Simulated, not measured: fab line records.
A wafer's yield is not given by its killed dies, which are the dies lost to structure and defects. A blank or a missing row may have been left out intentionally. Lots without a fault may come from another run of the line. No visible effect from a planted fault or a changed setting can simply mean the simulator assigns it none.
fab line records + flow sky130
record:
- lots: 11
- wafers: 33
- lastDay: 50
route steps=708 shown LDD_HVN@276 LDD_LDN@301 POLY_CUT@318 SD_P@322
lots that met no fault: from a run of the same line without faults
startH: hours from the record's opening day to when the first of the lot's shown wafers began + waitH: hours since the lot's step before + " repeats the value in the row above + L1.1+2: a row that stands for several wafers + - no value present, or no start provided + * or withheld: withheld + < > ~ a bound
route shown NAME@n: names a module that has steps shown in the file, with the first one's number in the route + usual: mean and standard deviation over wafers with no fault + same: alike in all rows + chamber/n: place in a boat + sites: the reading at each site + _std_site: the values' standard deviation + _edge_site: outer sites' mean less inner sites' + radiusMm: for every site, how far away it sits from the centre of the wafer + mask NAME#n: copy n + behind: the last tool/chamber to shape the wafer + hold: why the lot went on hold/how many hours it stayed there/how the hold came to an end + device: whichever transistor did not switch (one of n, p or np) + end of line: tests run on the same wafers once the route is complete + step lacking rows: just its recipe + killed: dies lost to structure and defects at the first sort, not the wafer's yield + map: a wafer's dies, marking killed ones x, the rest . and places with no die _
set.NAME: the setting the step ran with; set.NAME@STEP: the setting that earlier step ran with + model.NAME: the simulator's own value behind a step, which no gauge read
a sample of lots followed through the steps of the route, with each step as a table and each wafer as a row
services: a tool's chamber out of use, with start hour (startH, from the record's first day; less than 0 if before it), hours out, and reason
== steps ==
step: SKY_LDD_HVN_STRIP_09
recipe:
- chemistry: O2/N2
- powerW: 1400
- pressureMtorr: 1500
- platenTempC: withheld
- o2FlowSccm: 3000
- n2FlowSccm: 300
- overashFraction: 0.5
usual:
- drypumpMotorCurrentA: 5.44/0.28
- oesProductAu: 0.407/0.0043
- stripTimeToEndpointS: 4.130/0.013
same:
- overashFraction: 0.5
| lot.wafer | tool           | chamber | startH | waitH | drypumpMotorCurrentA | oesProductAu | rfHoursCounterH | stripTimeToEndpointS |
|-----------|----------------|---------|--------|-------|----------------------|--------------|-----------------|----------------------|
| L460.2    | plasmaAsher-03 | 0       | 512.35 | 0.1   | 5.78                 | 0.416        | 41              | 4.124                |
| L460.4    | "              | 1       | "      | "     | 5.42                 | 0.415        | -               | 4.112                |
| L460.5    | "              | 1       | "      | "     | 5.44                 | 0.408        | -               | 4.138                |
| L461.1    | plasmaAsher-01 | 1       | 513.09 | 0.1   | 5.14                 | 0.413        | 67              | 4.136                |
| L461.2    | "              | 0       | "      | "     | 5.09                 | 0.409        | 67              | 4.165                |
| L461.4    | "              | 1       | "      | "     | 5.15                 | 0.414        | -               | 4.170                |
| L465.1    | plasmaAsher-04 | 0       | 535.24 | 0.1   | 5.75                 | 0.415        | 87              | 4.140                |
| L465.5    | "              | 0       | "      | "     | 5.75                 | 0.408        | -               | 4.133                |
| L465.6    | "              | 1       | "      | "     | 5.57                 | 0.406        | -               | 4.121                |
| L468.4    | plasmaAsher-03 | 1       | 557.32 | 0.1   | 5.41                 | 0.407        | -               | 4.144                |
| L468.5    | "              | 0       | "      | "     | 5.79                 | 0.417        | -               | 4.136                |
| L468.6    | "              | 1       | "      | "     | 5.40                 | 0.409        | -               | 4.107                |
| L470.1    | plasmaAsher-03 | 1       | 607.84 | 0.1   | 5.41                 | 0.410        | 50              | 4.103                |
| L470.3    | "              | 1       | "      | "     | 5.43                 | 0.405        | -               | 4.126                |
| L470.4    | "              | 0       | "      | "     | 5.80                 | 0.406        | -               | 4.118                |
| L471.3    | plasmaAsher-03 | 1       | 608.19 | 0.1   | 5.41                 | 0.402        | -               | 4.134                |
| L471.4    | "              | 0       | "      | "     | 5.81                 | 0.408        | -               | 4.126                |
| L471.5    | "              | 0       | "      | "     | 5.84                 | 0.398        | -               | 4.118                |
| L473.2    | plasmaAsher-01 | 0       | 609.94 | 0.1   | 5.09                 | 0.407        | 76              | 4.133                |
| L473.3    | "              | 0       | "      | "     | 5.10                 | 0.405        | -               | 4.113                |
| L473.4    | "              | 1       | "      | "     | 5.13                 | 0.404        | -               | 4.138                |
| L475.3    | plasmaAsher-01 | 1       | 615.02 | 0.1   | 5.13                 | 0.407        | -               | 4.130                |
| L475.4    | "              | 0       | "      | "     | 5.10                 | 0.405        | -               | 4.134                |
| L475.6    | "              | 0       | "      | "     | 5.09                 | 0.407        | -               | 4.116                |
| L476.3    | plasmaAsher-03 | 0       | 621.87 | 0.1   | 5.79                 | 0.404        | -               | 4.133                |
| L476.4    | "              | 1       | "      | "     | 5.41                 | 0.405        | -               | 4.142                |
| L476.5    | "              | 1       | "      | "     | 5.41                 | 0.407        | -               | 4.148                |
| L478.2    | plasmaAsher-01 | 0       | 642.75 | 0.1   | 5.09                 | 0.406        | 80              | 4.125                |
| L478.3    | "              | 1       | "      | "     | 5.13                 | 0.412        | -               | 4.139                |
| L478.6    | "              | 1       | "      | "     | 5.13                 | 0.398        | -               | 4.108                |
| L479.4    | plasmaAsher-01 | 0       | 647.24 | 0.1   | 5.10                 | 0.411        | -               | 4.114                |
| L479.5    | "              | 1       | "      | "     | 5.14                 | 0.409        | -               | 4.134                |
| L479.6    | "              | 0       | "      | "     | 5.09                 | 0.407        | -               | 4.139                |
step: SKY_LDD_LDN_STRIP_12
recipe:
- chemistry: O2/N2
- powerW: 1400
- pressureMtorr: 1500
- platenTempC: withheld
- o2FlowSccm: 3000
- n2FlowSccm: 300
- overashFraction: 0.5
usual:
- drypumpMotorCurrentA: 5.75/0.25
- oesProductAu: 0.715/0.0045
- stripTimeToEndpointS: 14.259/0.028
same:
- overashFraction: 0.5
| lot.wafer | tool           | chamber | startH | waitH | drypumpMotorCurrentA | oesProductAu | rfHoursCounterH | stripTimeToEndpointS |
|-----------|----------------|---------|--------|-------|----------------------|--------------|-----------------|----------------------|
| L460.2    | plasmaAsher-02 | 0       | 573.70 | 0.1   | 5.68                 | 0.722        | 14              | 14.354               |
| L460.4    | "              | 1       | "      | "     | 6.13                 | 0.705        | -               | 14.306               |
| L460.5    | "              | 1       | "      | "     | 6.13                 | 0.715        | -               | 14.332               |
| L461.1    | plasmaAsher-03 | 1       | 574.38 | 0.1   | 5.42                 | 0.716        | 47              | 14.266               |
| L461.2    | "              | 0       | "      | "     | 5.80                 | 0.715        | 47              | 14.288               |
| L461.4    | "              | 0       | "      | "     | 5.79                 | 0.709        | -               | 14.275               |
| L465.1    | plasmaAsher-02 | 1       | 594.05 | 0.1   | 6.14                 | 0.719        | 16              | 14.231               |
| L465.5    | "              | 0       | "      | "     | 5.68                 | 0.717        | -               | 14.261               |
| L465.6    | "              | 1       | "      | "     | 6.15                 | 0.719        | -               | 14.283               |
| L468.4    | plasmaAsher-02 | 1       | 616.43 | 0.1   | 6.10                 | 0.713        | -               | 14.265               |
| L468.5    | "              | 0       | "      | "     | 5.66                 | 0.715        | -               | 14.271               |
| L468.6    | "              | 1       | "      | "     | 6.13                 | 0.716        | -               | 14.228               |
| L470.1    | plasmaAsher-04 | 0       | 665.25 | 0.1   | 5.74                 | 0.715        | 100             | 14.282               |
| L470.3    | "              | 1       | "      | "     | 5.59                 | 0.707        | -               | 14.245               |
| L470.4    | "              | 0       | "      | "     | 5.74                 | 0.706        | -               | 14.256               |
| L471.3    | plasmaAsher-04 | 0       | 666.18 | 0.1   | 5.73                 | 0.713        | -               | 14.259               |
| L471.4    | "              | 1       | "      | "     | 5.56                 | 0.716        | -               | 14.227               |
| L471.5    | "              | 1       | "      | "     | 5.55                 | 0.715        | -               | 14.253               |
| L473.2    | plasmaAsher-04 | 0       | 667.35 | 0.1   | 5.72                 | 0.716        | 100             | 14.246               |
| L473.3    | "              | 1       | "      | "     | 5.59                 | 0.719        | -               | 14.234               |
| L473.4    | "              | 0       | "      | "     | 5.73                 | 0.719        | -               | 14.250               |
| L475.3    | plasmaAsher-03 | 1       | 671.43 | 0.1   | 5.41                 | 0.717        | -               | 14.270               |
| L475.4    | "              | 0       | "      | "     | 5.80                 | 0.718        | -               | 14.246               |
| L475.6    | "              | 1       | "      | "     | 5.42                 | 0.711        | -               | 14.264               |
| L476.3    | plasmaAsher-02 | 0       | 678.78 | 0.1   | 5.66                 | 0.720        | -               | 14.283               |
| L476.4    | "              | 1       | "      | "     | 6.14                 | 0.719        | -               | 14.300               |
| L476.5    | "              | 0       | "      | "     | 5.65                 | 0.732        | -               | 14.293               |
| L478.2    | plasmaAsher-03 | 0       | 698.70 | 0.1   | 5.80                 | 0.717        | 60              | 14.276               |
| L478.3    | "              | 0       | "      | "     | 5.81                 | 0.715        | -               | 14.243               |
| L478.6    | "              | 1       | "      | "     | 5.40                 | 0.715        | -               | 14.246               |
| L479.4    | plasmaAsher-02 | 0       | 703.91 | 0.1   | 5.66                 | 0.721        | -               | 14.196               |
| L479.5    | "              | 1       | "      | "     | 6.11                 | 0.713        | -               | 14.226               |
| L479.6    | "              | 0       | "      | "     | 5.66                 | 0.714        | -               | 14.251               |
step: SKY_POLY_CUT_ETCH_11
recipe:
- target: Si3N4
- chemistry: CF4/CH2F2/Ar
- stopOn: poly-Si
- sourceW: 600
- biasW: 150
- pressureMtorr: 40
- cf4FlowSccm: 40
- ch2f2FlowSccm: 20
- Ar_flow_sccm: 150
- timeS: 42.5
- targetDepthA: 600
usual:
- drypumpMotorCurrentA: 5.9/0.5
- oesProductAu: 0.832/0.0068
- throttleValvePct: 14.995/0.009
| lot.wafer | tool       | chamber | startH | waitH | drypumpMotorCurrentA | oesProductAu | rfHoursCounterH | throttleValvePct |
|-----------|------------|---------|--------|-------|----------------------|--------------|-----------------|------------------|
| L460.2    | rieDiel-01 | 1       | 604.30 | 0.0   | 5.4                  | 0.834        | 8               | 14.993           |
| L460.4    | "          | 2       | "      | "     | 5.9                  | 0.834        | 18              | 15.017           |
| L460.5    | "          | 1       | "      | "     | 5.4                  | 0.827        | -               | 14.983           |
| L461.1    | rieDiel-03 | 3       | 605.64 | 0.0   | 6.4                  | 0.830        | 9               | 14.997           |
| L461.2    | "          | 0       | "      | "     | 6.4                  | 0.827        | 11              | 14.992           |
| L461.4    | "          | 1       | "      | "     | 5.1                  | 0.835        | 6               | 15.003           |
| L465.1    | rieDiel-03 | 1       | 624.74 | 0.0   | 5.0                  | 0.838        | 6               | 14.991           |
| L465.5    | "          | 0       | "      | "     | 6.4                  | 0.837        | -               | 14.999           |
| L465.6    | "          | 1       | "      | "     | 5.0                  | 0.845        | -               | 14.991           |
| L468.4    | rieDiel-03 | 3       | 647.24 | 0.0   | 6.4                  | 0.848        | 10              | 14.998           |
| L468.5    | "          | 0       | "      | "     | 6.4                  | 0.829        | -               | 14.988           |
| L468.6    | "          | 1       | "      | "     | 5.1                  | 0.834        | -               | 15.012           |
| L470.1    | rieDiel-01 | 3       | 695.30 | 0.0   | 6.1                  | 0.829        | 30              | 14.996           |
| L470.3    | "          | 0       | "      | "     | 5.7                  | 0.828        | 9               | 14.994           |
| L470.4    | "          | 1       | "      | "     | 5.4                  | 0.835        | 10              | 14.996           |
| L471.3    | rieDiel-04 | 1       | 696.76 | 0.0   | 5.9                  | 0.824        | 15              | 14.992           |
| L471.4    | "          | 3       | "      | "     | 6.5                  | 0.826        | 6               | 14.998           |
| L471.5    | "          | 0       | "      | "     | 5.1                  | 0.823        | -               | 14.998           |
| L473.2    | rieDiel-03 | 2       | 698.44 | 0.0   | 6.2                  | 0.821        | 13              | 15.000           |
| L473.3    | "          | 3       | "      | "     | 6.4                  | 0.826        | 11              | 15.006           |
| L473.4    | "          | 1       | "      | "     | 5.1                  | 0.825        | 7               | 14.982           |
| L475.3    | rieDiel-01 | 2       | 700.24 | 0.0   | 5.9                  | 0.829        | 22              | 14.999           |
| L475.4    | "          | 3       | "      | "     | 6.1                  | 0.831        | 30              | 14.975           |
| L475.6    | "          | 3       | "      | "     | 6.1                  | 0.837        | -               | 14.996           |
| L476.3    | rieDiel-04 | 2       | 708.29 | 0.0   | 5.8                  | 0.829        | 26              | 14.999           |
| L476.4    | "          | 3       | "      | "     | 6.5                  | 0.836        | 6               | 14.994           |
| L476.5    | "          | 2       | "      | "     | 5.8                  | 0.832        | -               | 14.997           |
| L478.2    | rieDiel-04 | 1       | 728.39 | 0.0   | 5.9                  | 0.841        | 16              | 14.992           |
| L478.3    | "          | 3       | "      | "     | 6.5                  | 0.830        | 7               | 14.999           |
| L478.6    | "          | 0       | "      | "     | 5.1                  | 0.831        | -               | 15.007           |
| L479.4    | rieDiel-01 | 1       | 733.08 | 0.0   | 5.4                  | 0.826        | -               | 14.999           |
| L479.5    | "          | 0       | "      | "     | 5.7                  | 0.814        | -               | 15.023           |
| L479.6    | "          | 3       | "      | "     | 6.1                  | 0.819        | -               | 14.990           |
step: SKY_SD_P_COAT_02
recipe:
- resist: NOVOLAK
- spinRpm: 3000
- resistThkNm: 1140
| lot.wafer  | tool          | chamber | startH | waitH |
|------------|---------------|---------|--------|-------|
| L460.2+4+5 | lithoTrack-02 | 0       | 618.29 | 0.1   |
| L461.1+2+4 | lithoTrack-03 | 0       | 619.65 | 0.1   |
| L465.1+5+6 | lithoTrack-02 | 0       | 639.62 | 0.1   |
| L468.4+5+6 | lithoTrack-04 | 0       | 661.34 | 0.1   |
| L470.1+3+4 | lithoTrack-03 | 0       | 708.80 | 0.1   |
| L471.3+4+5 | lithoTrack-02 | 0       | 710.52 | 0.1   |
| L473.2+3+4 | lithoTrack-02 | 0       | 712.24 | 0.1   |
| L475.3+4+6 | lithoTrack-03 | 0       | 713.15 | 0.1   |
| L476.3+4+5 | lithoTrack-03 | 0       | 722.40 | 0.1   |
| L478.2+3+6 | lithoTrack-03 | 0       | 741.97 | 0.1   |
| L479.4+5+6 | lithoTrack-04 | 0       | 747.04 | 0.1   |
step: SKY_SD_P_CD_MEAS_07
recipe:
- targetCdNm: 380
usual:
- cdNm: 379.7/2.6
| lot.wafer | tool     | chamber | startH | waitH | cdNm  |
|-----------|----------|---------|--------|-------|-------|
| L460.2    | cdSem-01 | -       | 633.13 | 0.1   | 378.5 |
| L460.4    | "        | -       | "      | "     | 379.0 |
| L460.5    | "        | -       | "      | "     | 376.3 |
| L461.1    | cdSem-02 | -       | 635.15 | 0.1   | 382.5 |
| L461.2    | "        | -       | "      | "     | 382.7 |
| L461.4    | "        | -       | "      | "     | 380.2 |
| L465.1    | cdSem-02 | -       | 653.72 | 0.1   | 379.6 |
| L465.5    | "        | -       | "      | "     | 378.0 |
| L465.6    | "        | -       | "      | "     | 380.8 |
| L468.4    | cdSem-01 | -       | 675.48 | 0.1   | 379.7 |
| L468.5    | "        | -       | "      | "     | 382.4 |
| L468.6    | "        | -       | "      | "     | 380.5 |
| L470.1    | cdSem-02 | -       | 722.89 | 0.2   | 380.0 |
| L470.3    | "        | -       | "      | "     | 380.7 |
| L470.4    | "        | -       | "      | "     | 381.6 |
| L471.3    | cdSem-01 | -       | 724.84 | 0.1   | 384.2 |
| L471.4    | "        | -       | "      | "     | 379.4 |
| L471.5    | "        | -       | "      | "     | 383.7 |
| L473.2    | cdSem-01 | -       | 726.27 | 0.1   | 373.5 |
| L473.3    | "        | -       | "      | "     | 372.9 |
| L473.4    | "        | -       | "      | "     | 375.5 |
| L475.3    | cdSem-01 | -       | 727.06 | 0.1   | 378.2 |
| L475.4    | "        | -       | "      | "     | 375.2 |
| L475.6    | "        | -       | "      | "     | 374.2 |
| L476.3    | cdSem-02 | -       | 736.69 | 0.1   | 461.2 |
| L476.4    | "        | -       | "      | "     | 460.7 |
| L476.5    | "        | -       | "      | "     | 459.7 |
| L478.2    | cdSem-01 | -       | 755.77 | 0.1   | 458.7 |
| L478.3    | "        | -       | "      | "     | 456.3 |
| L478.6    | "        | -       | "      | "     | 459.4 |
| L479.4    | cdSem-01 | -       | 761.13 | 0.1   | 380.5 |
| L479.5    | "        | -       | "      | "     | 380.5 |
| L479.6    | "        | -       | "      | "     | 377.8 |
step: SKY_SD_P_STRIP_10
recipe:
- chemistry: O2/N2
- powerW: 1400
- pressureMtorr: 1500
- platenTempC: withheld
- o2FlowSccm: 3000
- n2FlowSccm: 300
- overashFraction: 0.5
usual:
- drypumpMotorCurrentA: 5.56/0.23
- oesProductAu: 0.617/0.0044
- stripTimeToEndpointS: 17.51/0.046
same:
- overashFraction: 0.5
| lot.wafer | tool           | chamber | startH | waitH | drypumpMotorCurrentA | oesProductAu | rfHoursCounterH | stripTimeToEndpointS |
|-----------|----------------|---------|--------|-------|----------------------|--------------|-----------------|----------------------|
| L460.2    | plasmaAsher-03 | 1       | 633.42 | 0.1   | 5.43                 | 0.613        | 53              | 17.54                |
| L460.4    | "              | 0       | "      | "     | 5.80                 | 0.619        | -               | 17.50                |
| L460.5    | "              | 1       | "      | "     | 5.40                 | 0.617        | -               | 17.53                |
| L461.1    | plasmaAsher-03 | 1       | 635.46 | 0.1   | 5.42                 | 0.622        | 53              | 17.52                |
| L461.2    | "              | 0       | "      | "     | 5.82                 | 0.621        | 53              | 17.52                |
| L461.4    | "              | 0       | "      | "     | 5.80                 | 0.619        | -               | 17.53                |
| L465.1    | plasmaAsher-04 | 0       | 654.02 | 0.1   | 5.73                 | 0.617        | 99              | 17.57                |
| L465.5    | "              | 0       | "      | "     | 5.73                 | 0.614        | -               | 17.56                |
| L465.6    | "              | 1       | "      | "     | 5.55                 | 0.614        | -               | 17.54                |
| L468.4    | plasmaAsher-03 | 1       | 675.76 | 0.1   | 5.43                 | 0.613        | -               | 17.56                |
| L468.5    | "              | 1       | "      | "     | 5.43                 | 0.615        | -               | 17.46                |
| L468.6    | "              | 0       | "      | "     | 5.80                 | 0.620        | -               | 17.54                |
| L470.1    | plasmaAsher-03 | 1       | 723.20 | 0.1   | 5.42                 | 0.621        | 62              | 17.56                |
| L470.3    | "              | 1       | "      | "     | 5.41                 | 0.618        | -               | 17.53                |
| L470.4    | "              | 0       | "      | "     | 5.82                 | 0.615        | -               | 17.55                |
| L471.3    | plasmaAsher-03 | 0       | 725.14 | 0.1   | 5.76                 | 0.622        | -               | 17.48                |
| L471.4    | "              | 1       | "      | "     | 5.42                 | 0.616        | -               | 17.55                |
| L471.5    | "              | 0       | "      | "     | 5.81                 | 0.612        | -               | 17.49                |
| L473.2    | plasmaAsher-03 | 0       | 726.56 | 0.1   | 5.81                 | 0.617        | 62              | 17.49                |
| L473.3    | "              | 0       | "      | "     | 5.79                 | 0.626        | -               | 17.49                |
| L473.4    | "              | 1       | "      | "     | 5.42                 | 0.622        | -               | 17.45                |
| L475.3    | plasmaAsher-03 | 1       | 727.36 | 0.1   | 5.39                 | 0.615        | -               | 17.60                |
| L475.4    | "              | 0       | "      | "     | 5.78                 | 0.611        | -               | 17.60                |
| L475.6    | "              | 1       | "      | "     | 5.42                 | 0.623        | -               | 17.59                |
| L476.3    | plasmaAsher-03 | 0       | 736.99 | 0.1   | 5.80                 | 0.519        | -               | 10.71                |
| L476.4    | "              | 1       | "      | "     | 5.40                 | 0.523        | -               | 10.70                |
| L476.5    | "              | 0       | "      | "     | 5.80                 | 0.520        | -               | 10.70                |
| L478.2    | plasmaAsher-03 | 0       | 756.06 | 0.1   | 5.79                 | 0.522        | 66              | 10.70                |
| L478.3    | "              | 1       | "      | "     | 5.41                 | 0.526        | -               | 10.72                |
| L478.6    | "              | 1       | "      | "     | 5.43                 | 0.531        | -               | 10.71                |
| L479.4    | plasmaAsher-01 | 1       | 761.41 | 0.1   | 5.15                 | 0.611        | -               | 17.47                |
| L479.5    | "              | 1       | "      | "     | 5.15                 | 0.617        | -               | 17.44                |
| L479.6    | "              | 0       | "      | "     | 5.09                 | 0.618        | -               | 17.50                |
== services ==
| tool           | chamber | startH | hours | kind      |
|----------------|---------|--------|-------|-----------|
| rieDiel-03     | 0       | 489.06 | 6.6   | repair    |
| rieDiel-03     | 3       | 508.07 | 10.1  | repair    |
| rieDiel-03     | 1       | 544.94 | 19.5  | repair    |
| plasmaAsher-02 | -       | 563.22 | 1.4   | repair    |
| rieDiel-01     | -       | 571.13 | 2.8   | pm        |
| plasmaAsher-04 | -       | 606.65 | 2.8   | pm        |
| rieDiel-01     | 0       | 616.98 | 6.7   | repair    |
| rieDiel-01     | 2       | 620.37 | 14.7  | repair    |
| rieDiel-04     | 0       | 621.97 | 34.4  | repair    |
| rieDiel-01     | 1       | 622.28 | 12.4  | repair    |
| rieDiel-04     | 1       | 622.35 | 6.4   | repair    |
| plasmaAsher-03 | -       | 622.71 | 0.4   | repair    |
| rieDiel-04     | 3       | 630.51 | 4.6   | repair    |
| rieDiel-01     | 3       | 641.04 | 38.2  | repair    |
| rieDiel-01     | 1       | 644.74 | 8.7   | repair    |
| rieDiel-01     | 0       | 645.89 | 9.9   | repair    |
| rieDiel-04     | -       | 660.87 | 0.5   | repair    |
| plasmaAsher-02 | -       | 665.99 | 4.9   | repair    |
| rieDiel-04     | -       | 666.34 | 1.1   | repair    |
| rieDiel-04     | -       | 708.47 | 1.8   | repair    |
| rieDiel-01     | 2       | 718.29 | 31.3  | repair    |
| rieDiel-04     | 2       | 724.15 | 22.0  | repair    |
| plasmaAsher-04 | -       | 733.75 | 9.0   | pm        |
| plasmaAsher-04 | 0       | 733.75 | 9.0   | ventCycle |
== key ==
firstSign:
- step: SKY_SD_P_CD_MEAS_07
- reading: cdNm
- direction: up
- sigmas: 31
- usual: 379.7
- struck: 459.3
effect:
- step: SKY_SD_P_STRIP_10
- reading: stripTimeToEndpointS
- direction: down
- sigmas: 99+
- usual: *
- struck: *
metAt SKY_SD_P_COAT_02
struckLots L476,L478
testerLeftOut L476,L478
notActingAt SKY_LDD_HVN_STRIP_09,SKY_LDD_LDN_STRIP_12,SKY_POLY_CUT_ETCH_11
onsetBetween 713.15 722.40
fault:
- kind: processParameterDrift
- tool: lithoTrack-03
- chamber: -
- onsetH: 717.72
- steps: SKY_SD_P_COAT_02
- channel: resistThkNm
- offset: -592.72
- shape: step
- endH: 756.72
- actsIn: theseRecipesOnly
- stated: 1140
testerLeftOut: of these lots the tester's yield and bins aren't shown, on N5 and GAA mostly nor the transistor test; their killed dies are dies lost to structure and defects alone, not to doping, threshold or leakage, so they don't give the yield
